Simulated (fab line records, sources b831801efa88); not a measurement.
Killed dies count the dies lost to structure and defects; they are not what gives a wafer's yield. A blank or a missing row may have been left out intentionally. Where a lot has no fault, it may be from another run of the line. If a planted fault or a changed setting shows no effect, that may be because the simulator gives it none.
fab line records ; flow sky130
[record] lots = 6; wafers = 18; lastDay = 50
route steps=708 shown LDD_N@253 LDD_P@255 LDD_HVN@267 LDD_HVP@278
lots with no fault: from the same line, run without faults
startH: start of the lot's first displayed wafer, in hours after the record's first day ; waitH: hours from the lot's prior step to this one ; " same as the row above ; L1.1+2: a row that stands for several wafers ; - no value, or no start given ; * or withheld: withheld ; < > ~ a bound
route shown NAME@n: a module of which the file shows steps, and the number in the route of the first ; usual: mean/standard deviation taken from wafers without a fault ; same: alike in all rows ; chamber/n: place in a boat ; sites: each site's reading ; _std_site: standard deviation across them ; _edge_site: inner sites' mean taken away from outer sites' mean ; radiusMm: for every site, how far away it sits from the centre of the wafer ; mask NAME#n: copy n ; behind: tool/chamber where the wafer was last shaped ; hold: why the lot was held/for how many hours/how that ended ; device: the n, p or np transistor that did not switch ; end of line: the same wafers' tests at the end of the route ; where a step has no rows: the recipe by itself ; killed: not the wafer's yield, but the dies lost to structure and defects at the first sort ; map: a wafer's dies, x killed, . not, _ none there
set.NAME: the run value of the setting; set.NAME@STEP: its run value at that earlier step ; model.NAME: the simulator's own value behind a step, which no gauge read
certain route steps with their lots: each step a table, each wafer a row
services: when a tool's chamber went out of use (startH, in hours from the record's first day, below 0 if earlier), for how many hours, and the reason
[[steps]]
[step SKY_LDD_N_STRIP_16]
[recipe] chemistry = O2/N2; powerW = 1400; pressureMtorr = 1500; platenTempC = withheld; o2FlowSccm = 3000; n2FlowSccm = 300; overashFraction = 0.5
[usual] chamberPressureMTorr = 1500.1/1.3; drypumpMotorCurrentA = 6.0/0.4; oesProductAu = 0.407/0.0046; stripTimeToEndpointS = 4.325/0.014
[same] overashFraction = 0.5
lot.wafer;tool;chamber;startH;waitH;chamberPressureMTorr;drypumpMotorCurrentA;oesProductAu;rfHoursCounterH;stripTimeToEndpointS
L819.2;plasmaAsher-02;1;456.20;0.1;1499.3;6.5;0.405;76;4.319
L819.4;plasmaAsher-02;0;456.20;0.1;1499.9;5.8;0.408;-;4.297
L819.6;plasmaAsher-02;1;456.20;0.1;1499.0;6.5;0.413;-;4.312
L820.3;plasmaAsher-02;1;470.88;0.1;1499.0;6.4;0.409;-;4.343
L820.5;plasmaAsher-02;1;470.88;0.1;1499.6;6.5;0.407;-;4.348
L820.6;plasmaAsher-02;0;470.88;0.1;1499.9;5.8;0.408;-;4.320
L827.2;plasmaAsher-04;0;530.25;0.1;1498.5;6.3;0.408;42;4.315
L827.5;plasmaAsher-04;0;530.25;0.1;1499.0;6.3;0.404;-;4.312
L827.6;plasmaAsher-04;1;530.25;0.1;1498.0;5.0;0.408;-;4.325
L828.2;plasmaAsher-02;0;534.29;0.1;1499.8;5.8;0.402;86;4.306
L828.3;plasmaAsher-02;1;534.29;0.1;1501.6;6.4;0.408;-;4.311
L828.5;plasmaAsher-02;1;534.29;0.1;1498.9;6.4;0.408;-;4.310
L834.2;plasmaAsher-02;1;587.79;0.1;1499.9;6.5;0.415;91;4.318
L834.3;plasmaAsher-02;1;587.79;0.1;1499.9;6.4;0.404;-;4.337
L834.6;plasmaAsher-02;1;587.79;0.1;1500.8;6.4;0.403;-;4.305
L836.1;plasmaAsher-02;0;598.69;0.1;1502.0;5.8;0.405;92;4.304
L836.4;plasmaAsher-02;0;598.69;0.1;1499.6;5.8;0.412;-;4.318
L836.5;plasmaAsher-02;0;598.69;0.1;1499.8;5.8;0.412;-;4.326
[step SKY_LDD_N_TW_MEAS_17]
[usual] LDD_N_TW = 2595/13
lot.wafer;tool;chamber;startH;waitH;LDD_N_TW
L819.2;filmMetro-01;-;456.31;0.1;2587
L819.4;filmMetro-01;-;456.31;0.1;2577
L819.6;filmMetro-01;-;456.31;0.1;2589
L820.3;filmMetro-02;-;470.96;0.1;2594
L820.5;filmMetro-02;-;470.96;0.1;2604
L820.6;filmMetro-02;-;470.96;0.1;2610
L827.2;filmMetro-03;-;530.36;0.1;2570
L827.5;filmMetro-03;-;530.36;0.1;2580
L827.6;filmMetro-03;-;530.36;0.1;2580
L828.2;filmMetro-01;-;534.40;0.1;2605
L828.3;filmMetro-01;-;534.40;0.1;2586
L828.5;filmMetro-01;-;534.40;0.1;2593
L834.2;filmMetro-02;-;587.90;0.1;2610
L834.3;filmMetro-02;-;587.90;0.1;2608
L834.6;filmMetro-02;-;587.90;0.1;2594
L836.1;filmMetro-03;-;598.79;0.1;2602
L836.4;filmMetro-03;-;598.79;0.1;2588
L836.5;filmMetro-03;-;598.79;0.1;2586
[step SKY_LDD_P_DEHYDRATE_00]
[recipe] tempC = 200; timeS = 60
[step SKY_LDD_P_HMDS_01]
[recipe] primeTimeS = 60; primeTempC = 120
[step SKY_LDD_P_COAT_02]
[recipe] resist = NOVOLAK; spinRpm = 3000; resistThkNm = 1140
[step SKY_LDD_P_SOFTBAKE_03]
[recipe] tempC = 90; timeS = 60; resist = NOVOLAK
[step SKY_LDD_P_EXPOSE_04]
[recipe] maskId = PSDM; na = 0.6; sourceShape = conventional; sigmaOuter = 0.6; polarization = unpolarized; targetCdNm = 380; doseMj = 138
[step SKY_LDD_P_PEB_05]
[recipe] tempC = withheld; timeS = *; resist = NOVOLAK
[step SKY_LDD_P_DEVELOP_06]
[recipe] resist = NOVOLAK; developer = TMAH; developTimeS = 60; devTempC = 23
[step SKY_LDD_P_CD_MEAS_07]
[recipe] targetCdNm = 380
[usual] cdNm = 379.3/2.4
lot.wafer;tool;chamber;startH;waitH;cdNm
L819.2;cdSem-02;-;486.73;0.1;382.1
L819.4;cdSem-02;-;486.73;0.1;379.7
L819.6;cdSem-02;-;486.73;0.1;381.7
L820.3;cdSem-01;-;500.78;0.1;376.7
L820.5;cdSem-01;-;500.78;0.1;378.9
L820.6;cdSem-01;-;500.78;0.1;378.3
L827.2;cdSem-02;-;560.78;0.1;379.5
L827.5;cdSem-02;-;560.78;0.1;377.2
L827.6;cdSem-02;-;560.78;0.1;379.5
L828.2;cdSem-02;-;564.68;0.1;377.3
L828.3;cdSem-02;-;564.68;0.1;376.3
L828.5;cdSem-02;-;564.68;0.1;380.3
L834.2;cdSem-01;-;616.88;0.1;378.7
L834.3;cdSem-01;-;616.88;0.1;384.2
L834.6;cdSem-01;-;616.88;0.1;381.6
L836.1;cdSem-02;-;627.01;0.1;381.4
L836.4;cdSem-02;-;627.01;0.1;382.9
L836.5;cdSem-02;-;627.01;0.1;382.5
[step SKY_LDD_P_OVL_MEAS_08]
[usual] LDD_P_OVL = 0.3/1.3
lot.wafer;tool;chamber;startH;waitH;LDD_P_OVL[nm]
L819.2;overlay-01;-;486.84;0.1;-0.2
L819.4;overlay-01;-;486.84;0.1;1.5
L819.6;overlay-01;-;486.84;0.1;0.5
L820.3;overlay-01;-;500.87;0.1;1.0
L820.5;overlay-01;-;500.87;0.1;-1.0
L820.6;overlay-01;-;500.87;0.1;1.1
L827.2;overlay-02;-;560.89;0.1;0.6
L827.5;overlay-02;-;560.89;0.1;0.9
L827.6;overlay-02;-;560.89;0.1;0.2
L828.2;overlay-01;-;564.78;0.1;0.6
L828.3;overlay-01;-;564.78;0.1;-1.9
L828.5;overlay-01;-;564.78;0.1;2.1
L834.2;overlay-02;-;616.99;0.1;-0.3
L834.3;overlay-02;-;616.99;0.1;0.9
L834.6;overlay-02;-;616.99;0.1;0.0
L836.1;overlay-01;-;627.13;0.1;2.1
L836.4;overlay-01;-;627.13;0.1;1.9
L836.5;overlay-01;-;627.13;0.1;0.8
[step SKY_LDD_P_IMPLANT_09]
[recipe] species = BF2; energyKev = 25.37; doseCm2 = 1e+13; tiltDeg = withheld
[step SKY_LDD_P_STRIP_10]
[recipe] chemistry = O2/N2; powerW = 1400; pressureMtorr = 1500; platenTempC = withheld; o2FlowSccm = 3000; n2FlowSccm = 300; overashFraction = 0.5
[usual] chamberPressureMTorr = 1499.9/1.5; drypumpMotorCurrentA = 5.7/0.58; oesProductAu = 0.716/0.0043; overashFraction = 0.5/0; stripTimeToEndpointS = 14.21/0.044
lot.wafer;tool;chamber;startH;waitH;chamberPressureMTorr;drypumpMotorCurrentA;oesProductAu;overashFraction;rfHoursCounterH;stripTimeToEndpointS;model.NOVOLAK_of_LDD_P_COAT_02.thkNm
L819.2;plasmaAsher-03;1;487.02;0.1;1498.4;6.1;0.717;0.5;68;14.26;0
L819.4;plasmaAsher-03;0;487.02;0.1;1498.6;6.0;0.719;0.5;-;14.21;0
L819.6;plasmaAsher-03;0;487.02;0.1;1500.6;6.0;0.717;0.5;-;14.25;0
L820.3;plasmaAsher-01;0;501.08;0.1;1500.1;4.8;0.720;0.5;-;14.19;0
L820.5;plasmaAsher-01;0;501.08;0.1;1501.8;4.8;0.711;0.5;-;14.16;0
L820.6;plasmaAsher-01;1;501.08;0.1;1497.3;5.0;0.721;0.5;-;14.18;0
L827.2;plasmaAsher-02;0;561.07;0.1;-;-;-;-;-;-;1141
L827.5;plasmaAsher-02;0;561.07;0.1;-;-;-;-;-;-;1145
L827.6;plasmaAsher-02;1;561.07;0.1;-;-;-;-;-;-;1144
L828.2;plasmaAsher-01;1;564.96;0.1;-;-;-;-;-;-;1139
L828.3;plasmaAsher-01;1;564.96;0.1;-;-;-;-;-;-;1138
L828.5;plasmaAsher-01;0;564.96;0.1;-;-;-;-;-;-;1139
L834.2;plasmaAsher-01;1;617.17;0.1;1501.1;5.0;0.717;0.5;14;14.24;0
L834.3;plasmaAsher-01;0;617.17;0.1;1500.2;4.8;0.721;0.5;-;14.20;0
L834.6;plasmaAsher-01;1;617.17;0.1;1497.3;5.0;0.721;0.5;-;14.20;0
L836.1;plasmaAsher-02;0;627.31;0.1;1500.8;5.8;0.711;0.5;95;14.15;0
L836.4;plasmaAsher-02;1;627.31;0.1;1498.7;6.5;0.717;0.5;-;14.15;0
L836.5;plasmaAsher-02;1;627.31;0.1;1498.5;6.4;0.714;0.5;-;14.19;0
[step SKY_LDD_P_TW_MEAS_11]
[usual] LDD_P_TW = 637/3.5
lot.wafer;tool;chamber;startH;waitH;LDD_P_TW
L819.2;filmMetro-04;-;487.13;0.1;631
L819.4;filmMetro-04;-;487.13;0.1;632
L819.6;filmMetro-04;-;487.13;0.1;635
L820.3;filmMetro-04;-;501.16;0.1;635
L820.5;filmMetro-04;-;501.16;0.1;631
L820.6;filmMetro-04;-;501.16;0.1;638
L827.2;filmMetro-01;-;561.18;0.1;636
L827.5;filmMetro-01;-;561.18;0.1;638
L827.6;filmMetro-01;-;561.18;0.1;637
L828.2;filmMetro-03;-;565.07;0.1;639
L828.3;filmMetro-03;-;565.07;0.1;638
L828.5;filmMetro-03;-;565.07;0.1;639
L834.2;filmMetro-03;-;617.28;0.1;636
L834.3;filmMetro-03;-;617.28;0.1;638
L834.6;filmMetro-03;-;617.28;0.1;640
L836.1;filmMetro-04;-;627.41;0.1;634
L836.4;filmMetro-04;-;627.41;0.1;630
L836.5;filmMetro-04;-;627.41;0.1;637
[step SKY_LDD_HVN_DEHYDRATE_00]
[recipe] tempC = 200; timeS = 60
[step SKY_LDD_HVN_HMDS_01]
[recipe] primeTimeS = 60; primeTempC = 120
[step SKY_LDD_HVN_COAT_02]
[recipe] resist = NOVOLAK; spinRpm = 3000; resistThkNm = 300
[step SKY_LDD_HVN_SOFTBAKE_03]
[recipe] tempC = 90; timeS = 60; resist = NOVOLAK
[step SKY_LDD_HVN_EXPOSE_04]
[recipe] maskId = HVNTM; na = 0.6; sourceShape = conventional; sigmaOuter = 0.6; polarization = unpolarized; targetCdNm = 700; doseMj = 127
[step SKY_LDD_HVN_PEB_05]
[recipe] tempC = withheld; timeS = *; resist = NOVOLAK
[step SKY_LDD_HVN_DEVELOP_06]
[recipe] resist = NOVOLAK; developer = TMAH; developTimeS = 60; devTempC = 23
[step SKY_LDD_HVN_OVL_MEAS_07]
[usual] LDD_HVN_OVL = 0.5/1.4
lot.wafer;tool;chamber;startH;waitH;LDD_HVN_OVL[nm]
L819.2;overlay-01;-;517.07;0.1;2.7
L819.4;overlay-01;-;517.07;0.1;1.9
L819.6;overlay-01;-;517.07;0.1;0.0
L820.3;overlay-02;-;531.32;0.1;0.2
L820.5;overlay-02;-;531.32;0.1;-1.1
L820.6;overlay-02;-;531.32;0.1;1.2
L827.2;overlay-01;-;590.79;0.1;-0.9
L827.5;overlay-01;-;590.79;0.1;-0.4
L827.6;overlay-01;-;590.79;0.1;0.7
L828.2;overlay-01;-;594.09;0.1;-1.3
L828.3;overlay-01;-;594.09;0.1;0.9
L828.5;overlay-01;-;594.09;0.1;1.2
L834.2;overlay-02;-;646.42;0.1;1.8
L834.3;overlay-02;-;646.42;0.1;1.0
L834.6;overlay-02;-;646.42;0.1;0.2
L836.1;overlay-01;-;657.01;0.1;-0.2
L836.4;overlay-01;-;657.01;0.1;1.0
L836.5;overlay-01;-;657.01;0.1;0.8
[step SKY_LDD_HVN_IMPLANT_08]
[recipe] species = P; energyKev = 60; doseCm2 = 3e+13; tiltDeg = 40
[step SKY_LDD_HVN_STRIP_09]
[recipe] chemistry = O2/N2; powerW = 1400; pressureMtorr = 1500; platenTempC = withheld; o2FlowSccm = 3000; n2FlowSccm = 300; overashFraction = 0.5
[usual] chamberPressureMTorr = 1499.9/1.3; drypumpMotorCurrentA = 5.6/0.67; oesProductAu = 0.409/0.0046; stripTimeToEndpointS = 4.140/0.016
[same] overashFraction = 0.5
lot.wafer;tool;chamber;startH;waitH;chamberPressureMTorr;drypumpMotorCurrentA;oesProductAu;rfHoursCounterH;stripTimeToEndpointS
L819.2;plasmaAsher-01;0;517.25;0.1;1498.8;4.8;0.410;6;4.129
L819.4;plasmaAsher-01;0;517.25;0.1;1501.6;4.9;0.408;-;4.152
L819.6;plasmaAsher-01;1;517.25;0.1;1500.5;5.0;0.406;-;4.143
L820.3;plasmaAsher-04;0;531.68;0.2;1500.7;6.4;0.412;-;4.151
L820.5;plasmaAsher-04;1;531.68;0.2;1500.1;4.9;0.411;-;4.140
L820.6;plasmaAsher-04;0;531.68;0.2;1500.0;6.4;0.400;-;4.159
L827.2;plasmaAsher-02;1;590.97;0.1;1501.5;6.4;0.712;91;21.810
L827.5;plasmaAsher-02;1;590.97;0.1;1501.2;6.5;0.711;-;21.842
L827.6;plasmaAsher-02;0;590.97;0.1;1500.0;5.8;0.718;-;21.821
L828.2;plasmaAsher-02;1;594.27;0.1;1501.4;6.5;0.717;92;21.725
L828.3;plasmaAsher-02;0;594.27;0.1;1501.7;5.8;0.711;-;21.700
L828.5;plasmaAsher-02;1;594.27;0.1;1500.5;6.4;0.712;-;21.724
L834.2;plasmaAsher-01;1;646.60;0.1;1499.2;5.0;0.409;17;4.142
L834.3;plasmaAsher-01;0;646.60;0.1;1498.6;4.9;0.405;-;4.155
L834.6;plasmaAsher-01;0;646.60;0.1;1499.1;4.9;0.414;-;4.126
L836.1;plasmaAsher-01;1;657.20;0.1;1499.8;5.0;0.413;18;4.131
L836.4;plasmaAsher-01;0;657.20;0.1;1499.6;4.8;0.409;-;4.125
L836.5;plasmaAsher-01;0;657.20;0.1;1499.2;4.8;0.416;-;4.139
[step SKY_LDD_HVN_TW_MEAS_10]
[usual] LDD_HVN_TW = 1438/9.8
lot.wafer;tool;chamber;startH;waitH;LDD_HVN_TW
L819.2;filmMetro-01;-;517.36;0.1;1433
L819.4;filmMetro-01;-;517.36;0.1;1432
L819.6;filmMetro-01;-;517.36;0.1;1432
L820.3;filmMetro-01;-;531.77;0.1;1435
L820.5;filmMetro-01;-;531.77;0.1;1436
L820.6;filmMetro-01;-;531.77;0.1;1449
L827.2;filmMetro-01;-;591.08;0.1;30
L827.5;filmMetro-01;-;591.08;0.1;30
L827.6;filmMetro-01;-;591.08;0.1;30
L828.2;filmMetro-02;-;594.38;0.1;30
L828.3;filmMetro-02;-;594.38;0.1;30
L828.5;filmMetro-02;-;594.38;0.1;30
L834.2;filmMetro-02;-;646.71;0.1;1446
L834.3;filmMetro-02;-;646.71;0.1;1448
L834.6;filmMetro-02;-;646.71;0.1;1452
L836.1;filmMetro-01;-;657.30;0.1;1430
L836.4;filmMetro-01;-;657.30;0.1;1435
L836.5;filmMetro-01;-;657.30;0.1;1443
[step SKY_LDD_HVP_DEHYDRATE_00]
[recipe] tempC = 200; timeS = 60
[[services]]
tool;chamber;startH;hours;kind
plasmaAsher-01;-;468.55;28.1;pm
plasmaAsher-01;-;520.03;14.3;repair
plasmaAsher-02;-;555.53;0.7;repair
plasmaAsher-03;-;558.32;0.5;repair
plasmaAsher-02;-;582.49;1.9;repair
[[key]]
[firstSign] step = SKY_LDD_P_STRIP_10; reading = toolRecord; direction = missing
[effect] step = SKY_LDD_HVN_STRIP_09; reading = stripTimeToEndpointS; direction = up; sigmas = 99+; usual = *; struck = *
[effect] step = SKY_LDD_HVN_TW_MEAS_10; reading = LDD_HVN_TW; direction = down; sigmas = 99+; usual = 1438; struck = 30
[modelEffect] step = SKY_LDD_P_STRIP_10; value = NOVOLAK_of_LDD_P_COAT_02.thkNm; without = 0; struck = 1141
metAt SKY_LDD_P_STRIP_10
struckWafers L827.2,L827.5,L827.6,L828.2,L828.3,L828.5
sortLeftOut L827.2,L827.5,L827.6,L828.2,L828.3,L828.5
testerLeftOut L827,L828
onsetBetween 501.08 561.07
[fault] kind = skippedStepWhole; tool = plasmaAsher-01,plasmaAsher-02; chamber = -; onsetH = 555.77; steps = SKY_LDD_P_STRIP_10; scope = struckLotsOnly
// testerLeftOut: of these lots the tester's yield and bins aren't shown, on N5 and GAA mostly nor the transistor test; their killed dies are dies lost to structure and defects alone, not to doping, threshold or leakage, so they don't give the yield
// sortLeftOut: the simulated sort isn't trusted on such a fault, so these wafers' sort isn't shown, and their yield isn't known
